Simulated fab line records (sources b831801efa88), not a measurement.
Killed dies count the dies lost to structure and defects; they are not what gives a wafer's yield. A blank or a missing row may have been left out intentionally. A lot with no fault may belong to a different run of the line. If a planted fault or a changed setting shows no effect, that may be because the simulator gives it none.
Shared-tool check	flow gf180mcu	Sampled: 13 lots, 39 wafers

REASON IT WAS OPENED
At GF_VT_IMPLANT_TW_MEAS_10 the reading VT_IMPLANT_TW is flagged on 2 of 13 lots. No-fault wafers: 565.0, standard deviation 2.8.
Rule: a lot gets a flag if all its wafers with a number sit over 4 standard deviations from that mean, or if no wafer of it has a number. The other lots count as sound.

lot	measured	on	VT_IMPLANT_TW, wafer by wafer	flag
L664	day 5 13:12	film-metro-01	561.1 559.2 562.8	
L665	day 5 22:14	film-metro-01	564.7 563.0 565.8	
L666	day 6 02:46	film-metro-04	567.2 566.0 565.0	
L667	day 6 09:16	film-metro-01	564.2 564.6 561.0	
L670	day 7 09:17	film-metro-03	565.3 566.9 567.7	
L671	day 7 09:35	film-metro-04	562.4 562.5 561.4	
L673	day 8 02:17	film-metro-03	563.7 565.6 560.8	
L674	day 8 02:37	film-metro-04	562.6 569.9 566.3	
L678	day 9 09:17	film-metro-04	565.4 563.5 567.5	
L681	day 10 03:05	film-metro-04	581.5 577.0 576.6	FLAGGED
L682	day 10 05:00	film-metro-03	580.2 582.3 582.7	FLAGGED
L686	day 11 10:09	film-metro-04	563.7 564.6 563.5	
L687	day 11 14:46	film-metro-03	566.6 564.9 562.5	
The mean of the flagged lots' numbers is 580.0, +15.0 from the usual (+5 standard deviations).

EACH LOT AND THE TOOL IT RAN ON
The record holds 1 process step before the reading, out of a route of 602 steps. Each cell gives the tool, then ch followed by the chambers the sampled wafers passed through, then the start.
lot	flag	GF_VT_IMPLANT_IMPLANT_08
L664		implanter-04 ch 0, day 5 12:57
L665		implanter-04 ch 0, day 5 21:59
L666		implanter-01 ch 0, day 6 02:31
L667		implanter-04 ch 0, day 6 09:04
L670		implanter-04 ch 0, day 7 09:02
L671		implanter-03 ch 0, day 7 09:20
L673		implanter-03 ch 0, day 8 02:02
L674		implanter-01 ch 0, day 8 02:24
L678		implanter-04 ch 0, day 9 09:02
L681	FLAGGED	implanter-03 ch 0, day 10 02:50
L682	FLAGGED	implanter-03 ch 0, day 10 04:46
L686		implanter-04 ch 0, day 11 09:54
L687		implanter-04 ch 0, day 11 14:32
What these steps do:
- GF_VT_IMPLANT_IMPLANT_08
- GF_VT_IMPLANT_TW_MEAS_10

FLAGGED AGAINST TOTAL, ONE TOOL AT A TIME (gauges that did the reading follow at the end)
step	tool	lots run	flagged	share of the flagged lots	sound lots run after its first flagged lot
GF_VT_IMPLANT_IMPLANT_08	implanter-01	2	0	none	-
GF_VT_IMPLANT_IMPLANT_08	implanter-03	4	2	all	0
GF_VT_IMPLANT_IMPLANT_08	implanter-04	7	0	none	-
GF_VT_IMPLANT_TW_MEAS_10	film-metro-01	3	0	none	-
GF_VT_IMPLANT_TW_MEAS_10	film-metro-03	4	1	some	1 (L687)
GF_VT_IMPLANT_TW_MEAS_10	film-metro-04	6	1	some	1 (L686)

THE TABLE: WHAT IT ALLOWS
In the table, 1 row covers all flagged lots: implanter-03 at GF_VT_IMPLANT_IMPLANT_08.
- implanter-03 at GF_VT_IMPLANT_IMPLANT_08 ran 4 lots, 2 of them flagged. A fault beginning between L673 (day 8 02:02), its last sound lot, and L681 (day 10 02:50), its first flagged one, fits the data. Its own readings lie more than 4 standard deviations out on every wafer of the flagged lots: beam-energy-keV.
Just one tool remains: implanter-03 at GF_VT_IMPLANT_IMPLANT_08.

WHAT WAS PUT IN BY THE SIMULATOR
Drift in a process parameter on implanter-03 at GF_VT_IMPLANT_IMPLANT_08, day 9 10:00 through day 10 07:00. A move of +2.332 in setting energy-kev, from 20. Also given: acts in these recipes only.
Struck lots among those shown: L681, L682. The same result came from the rule above.
